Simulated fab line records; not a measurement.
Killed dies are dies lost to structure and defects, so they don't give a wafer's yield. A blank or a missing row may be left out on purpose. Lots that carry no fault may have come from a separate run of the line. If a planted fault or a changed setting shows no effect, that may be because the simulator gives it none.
Comparing a struck lot with a sound one    flow gf180mcu    43 out of 602 route steps
Sound: wafers L743.1, L743.3, L743.4. Wafers L757.1, L757.4, L757.6 were the ones struck. The cause is named last.
At each step with rows: each side's tool, then ch and its chambers, then its first start. Under that, the readings that differ: sound wafers    struck wafers    difference of the means    sigmas: that difference in standard deviations of wafers without a fault.
alike: readings whose means differ by less than 2 such deviations, and words and numbers that are the same on both sides. not compared: withheld readings, readings that some wafer has no value for, bounds like >300 that may hide the same value, and numbers for which the record gives no deviation and whose values overlap.
A row with sigmas, a row that says differs or no value, or rows on one side alone: a step with any of these is where the two part. Numbers that don't overlap but have no deviation are shown without sigmas and don't part them. A reading that every wafer of one side lacks parts them only if that side has two wafers or more.

first, 1 step without rows for these wafers: GF_MVSD_IMPLANT_09.
GF_MVSD_STRIP_10: strips in O2/N2.
  sound on plasma_asher-01 ch 0,1, day 5 02:18; struck on plasma_asher-04 ch 1, day 9 03:46
  alike: drypump_motor_current_A, heater_power_w, oes_product_au, strip_time_to_endpoint_s
  not compared: rf_hours_counter_h
GF_MVSD_TW_MEAS_11:
  struck on film_metro-03, day 9 03:52; sound on film_metro-03, day 5 02:24
  alike: MVSD_TW
then, 7 steps without rows for these wafers: GF_MVPSD_DEHYDRATE_00 (time 60 s); GF_MVPSD_HMDS_01 (prime time 60 s); GF_MVPSD_COAT_02 (resist thk 3000 nm); GF_MVPSD_SOFTBAKE_03; GF_MVPSD_EXPOSE_04 (exposes mask MVPSD, target cd 1000 nm); GF_MVPSD_PEB_05; GF_MVPSD_DEVELOP_06 (develop time 60 s).
GF_MVPSD_OVL_MEAS_07:
  struck on overlay-01, day 9 21:04; sound on overlay-01, day 5 15:31
  alike: MVPSD_OVL
following that, these wafers have no rows for 1 step: GF_MVPSD_IMPLANT_08.
GF_MVPSD_IMPLANT_09:
  sound on implanter-01 ch 0, day 5 15:42; struck on implanter-01 ch 0, day 9 21:15
reading             sound                          struck                         difference  sigmas
dose_ions_cm2       5.011e+12 5.001e+12 5.011e+12  9.494e+12 9.493e+12 9.497e+12  +4.487e+12  +99 or more
faraday_current_uA  27.3 27.9 28.3                 54.4 54.6 54.3                 +26.6       +46
GF_MVPSD_STRIP_10: strips in O2/N2.
  sound on plasma_asher-01 ch 0,1, day 5 15:51; struck on plasma_asher-01 ch 0,1, day 9 21:24
  alike: drypump_motor_current_A, heater_power_w, oes_product_au, strip_time_to_endpoint_s
  not compared: rf_hours_counter_h
GF_MVPSD_TW_MEAS_11:
  struck on film_metro-04, day 9 21:44; sound on film_metro-03, day 5 15:57
reading   sound              struck             difference  sigmas
MVPSD_TW  551.0 552.5 556.0  573.3 577.6 579.2  +23.5       +8
  not compared: hold
then, 6 steps without rows for these wafers: GF_VT_IMPLANT_HMDS_01 (prime time 60 s); GF_VT_IMPLANT_COAT_02 (resist thk 1000 nm); GF_VT_IMPLANT_SOFTBAKE_03 (time 60 s); GF_VT_IMPLANT_EXPOSE_04 (exposes mask LVPWELL LV AREA, target cd 600 nm); GF_VT_IMPLANT_PEB_05; GF_VT_IMPLANT_DEVELOP_06 (develop time 60 s).
GF_VT_IMPLANT_OVL_MEAS_07:
  struck on overlay-02, day 10 15:22; sound on overlay-02, day 6 04:55
  alike: VT_IMPLANT_OVL
following that, these wafers have no rows for 1 step: GF_VT_IMPLANT_IMPLANT_08.
GF_VT_IMPLANT_STRIP_09: strips in O2/N2.
  sound on plasma_asher-03 ch 0,1, day 6 05:06; struck on plasma_asher-04 ch 0,1, day 10 15:34
  alike: drypump_motor_current_A, heater_power_w, oes_product_au, strip_time_to_endpoint_s
  not compared: rf_hours_counter_h
GF_VT_IMPLANT_TW_MEAS_10:
  struck on film_metro-01, day 10 15:40; sound on film_metro-03, day 6 05:12
  alike: VT_IMPLANT_TW
then, 7 steps without rows for these wafers: GF_VT_IMPLANT_DEHYDRATE_11 (time 60 s); GF_VT_IMPLANT_HMDS_12 (prime time 60 s); GF_VT_IMPLANT_COAT_13 (resist thk 1000 nm); GF_VT_IMPLANT_SOFTBAKE_14 (time 60 s); GF_VT_IMPLANT_EXPOSE_15 (exposes mask Nwell LV AREA, target cd 860 nm); GF_VT_IMPLANT_PEB_16; GF_VT_IMPLANT_DEVELOP_17 (develop time 60 s).
GF_VT_IMPLANT_OVL_MEAS_18:
  struck on overlay-01, day 11 08:28; sound on overlay-01, day 6 18:58
  alike: VT_IMPLANT_01_OVL
following that, these wafers have no rows for 1 step: GF_VT_IMPLANT_IMPLANT_19.
GF_VT_IMPLANT_STRIP_20: strips in O2/N2.
  sound on plasma_asher-02 ch 0,1, day 6 19:09; struck on plasma_asher-04 ch 0,1, day 11 08:40
  alike: drypump_motor_current_A, heater_power_w, oes_product_au, strip_time_to_endpoint_s
  not compared: rf_hours_counter_h
GF_VT_IMPLANT_TW_MEAS_21:
  struck on film_metro-02, day 11 08:46; sound on film_metro-03, day 6 19:15
  alike: VT_IMPLANT_2_TW
then, 5 steps without rows for these wafers: GF_VT_IMPLANT_DEHYDRATE_22 (time 60 s); GF_VT_IMPLANT_HMDS_23 (prime time 60 s); GF_VT_IMPLANT_COAT_24 (resist thk 1000 nm); GF_VT_IMPLANT_SOFTBAKE_25 (time 60 s); GF_VT_IMPLANT_EXPOSE_26 (exposes mask LVPWELL HV AREA, target cd 860 nm).
GF_VT_IMPLANT_RS_MEAS_49: uses a four-point probe to measure.
  struck on film_metro-01, day 13 00:19; sound on film_metro-03, day 8 03:35
reading            sound                 struck                difference  sigmas
MVPSD_RS (ohm/sq)  1165.3 1166.2 1166.5  1020.4 1021.5 1020.6  -145.2      -54
  not compared: hold
following that, these wafers have no rows for 1 step: GF_PASSIVATION_PROBE_99.

== WHERE THEY PART ==
At GF_MVPSD_IMPLANT_09 first; at GF_VT_IMPLANT_RS_MEAS_49 last (within this record only).

WHY: what had been put in by the simulator
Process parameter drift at GF_MVPSD_IMPLANT_09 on implanter-01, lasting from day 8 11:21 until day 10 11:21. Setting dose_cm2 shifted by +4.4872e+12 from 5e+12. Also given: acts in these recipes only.
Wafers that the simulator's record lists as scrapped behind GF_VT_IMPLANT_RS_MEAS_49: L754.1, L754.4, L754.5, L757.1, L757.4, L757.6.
